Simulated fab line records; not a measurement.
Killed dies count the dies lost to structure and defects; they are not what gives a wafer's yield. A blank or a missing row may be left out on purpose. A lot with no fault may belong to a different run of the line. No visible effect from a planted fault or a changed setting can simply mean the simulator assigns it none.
What tool caused it? + flow gf180mcu + 13 lots with 39 wafers sampled at 2 steps, on a route of 602 steps

== WHAT THE GAUGES READ, wafer by wafer ==
GF_M3_CD_MEAS_14: the cd target is 280 nm.
| lot  | measured     | on        | cd nm (nm)        |
|------|--------------|-----------|-------------------|
| L766 | day 22 18:09 | cd sem-01 | 280.5 281.6 279.3 |
| L767 | day 23 03:38 | cd sem-02 | 280.0 278.4 279.0 |
| L769 | day 23 07:59 | cd sem-02 | 280.6 280.8 279.2 |
| L768 | day 23 10:23 | cd sem-01 | 278.3 277.9 279.4 |
| L771 | day 24 01:02 | cd sem-02 | 279.6 278.3 278.8 |
| L770 | day 24 04:32 | cd sem-02 | 278.3 278.2 277.5 |
| L773 | day 24 14:45 | cd sem-01 | 278.5 278.3 278.0 |
| L775 | day 25 09:17 | cd sem-02 | 278.0 277.5 279.1 |
| L779 | day 26 17:26 | cd sem-02 | 280.1 280.4 280.1 |
| L781 | day 27 12:16 | cd sem-01 | 281.1 280.7 280.2 |
| L782 | day 27 20:12 | cd sem-01 | 279.3 279.3 278.3 |
| L783 | day 28 01:36 | cd sem-02 | 279.8 280.4 279.0 |
| L784 | day 28 11:41 | cd sem-01 | 279.9 280.4 280.0 |

== WHAT TOOL EACH LOT RAN ON (gives the tool, then ch and the chambers of the sampled wafers, and finally the start) ==
| lot  | GF_M3_SOFTBAKE_10                 |
|------|-----------------------------------|
| L766 | litho track-04 ch 0, day 22 07:01 |
| L767 | litho track-04 ch 0, day 22 16:01 |
| L769 | litho track-01 ch 0, day 22 20:04 |
| L768 | litho track-02 ch 0, day 22 22:42 |
| L771 | litho track-02 ch 0, day 23 14:09 |
| L770 | litho track-02 ch 0, day 23 17:54 |
| L773 | litho track-04 ch 0, day 24 03:45 |
| L775 | litho track-02 ch 0, day 24 22:12 |
| L779 | litho track-04 ch 0, day 26 06:57 |
| L781 | litho track-01 ch 0, day 27 02:13 |
| L782 | litho track-01 ch 0, day 27 09:53 |
| L783 | litho track-04 ch 0, day 27 15:25 |
| L784 | litho track-01 ch 0, day 28 01:46 |
- GF_M3_SOFTBAKE_10: time 60 s.

== WHAT THE TOOLS THEMSELVES READ (means of the sampled wafers that have a number; where no wafer has one, the mark that the record gives instead) ==
GF_M3_SOFTBAKE_10.
| lot  | tool           | heater power total W (W) | resist line temp C (C) | run length s (s) |
|------|----------------|--------------------------|------------------------|------------------|
| L766 | litho track-04 | 93.04                    | 23.07                  | 88.80            |
| L767 | litho track-04 | 93.03                    | 23.02                  | 88.86            |
| L769 | litho track-01 | 93.02                    | 23.15                  | 88.87            |
| L768 | litho track-02 | 93.06                    | 23.13                  | 89.07            |
| L771 | litho track-02 | 92.99                    | 23.05                  | 89.09            |
| L770 | litho track-02 | 93.83                    | 23.03                  | 87.55            |
| L773 | litho track-04 | 93.06                    | 22.82                  | 88.78            |
| L775 | litho track-02 | 93.85                    | 22.85                  | 87.62            |
| L779 | litho track-04 | 93.03                    | 23.01                  | 88.89            |
| L781 | litho track-01 | 93.08                    | 23.00                  | 88.93            |
| L782 | litho track-01 | 93.04                    | 22.87                  | 88.78            |
| L783 | litho track-04 | 93.05                    | 23.18                  | 88.79            |
| L784 | litho track-01 | 93.07                    | 23.12                  | 88.88            |

== THE ANSWER, worked out from the rows above alone ==
Rule: usual is defined by the lots themselves. Put in order of their means at a reading, lots are off if they are a third of the lots or fewer, leave a main group of 4 or more, and stand apart from it by a gap of 3 or more times the standard deviation of the main group's means; of several such gaps the widest counts. The tables above print the reading to a certain number of digits; a main group whose means all agree to those digits is not used. Also off: a lot with no number at a reading for which 4 or more lots have one. The other lots that the step has rows for count as sound. After the gauges, taken in route order, come the tools' own readings; for these a lot's mean is taken, as printed above. The first step at which some lot is off is used, and at that step the reading that is off furthest; a lot without a number counts as furthest.
Off, at GF_M3_SOFTBAKE_10 on heater power total W: L770, L775. For the main group the mean is 93.04 W and the standard deviation 0.024.
If a tool, at that step or one of the process steps before it, ran each lot that is off and ran no sound lot following the first of them, it fits. One candidate fits, namely litho track-02 at GF_M3_SOFTBAKE_10. A fault onset in the window from L771 (day 23 14:09, its last sound lot) to L770 (day 23 17:54, its first lot off) fits.
The tool's own readings at GF_M3_SOFTBAKE_10 bear it out: on the lots that are off they differ by more than 5 times the standard deviation of the sound lots' means. heater power total W reads 93.84 W there against 93.04 W on the sound lots; run length s reads 87.59 s there against 88.89 s on the sound lots.

== WHAT THE SIMULATOR PUT IN ==
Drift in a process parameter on litho track-02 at GF_M3_SOFTBAKE_10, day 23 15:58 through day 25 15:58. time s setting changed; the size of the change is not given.
Shown lots that were struck: L770, L775. This agrees with what the rule above found.
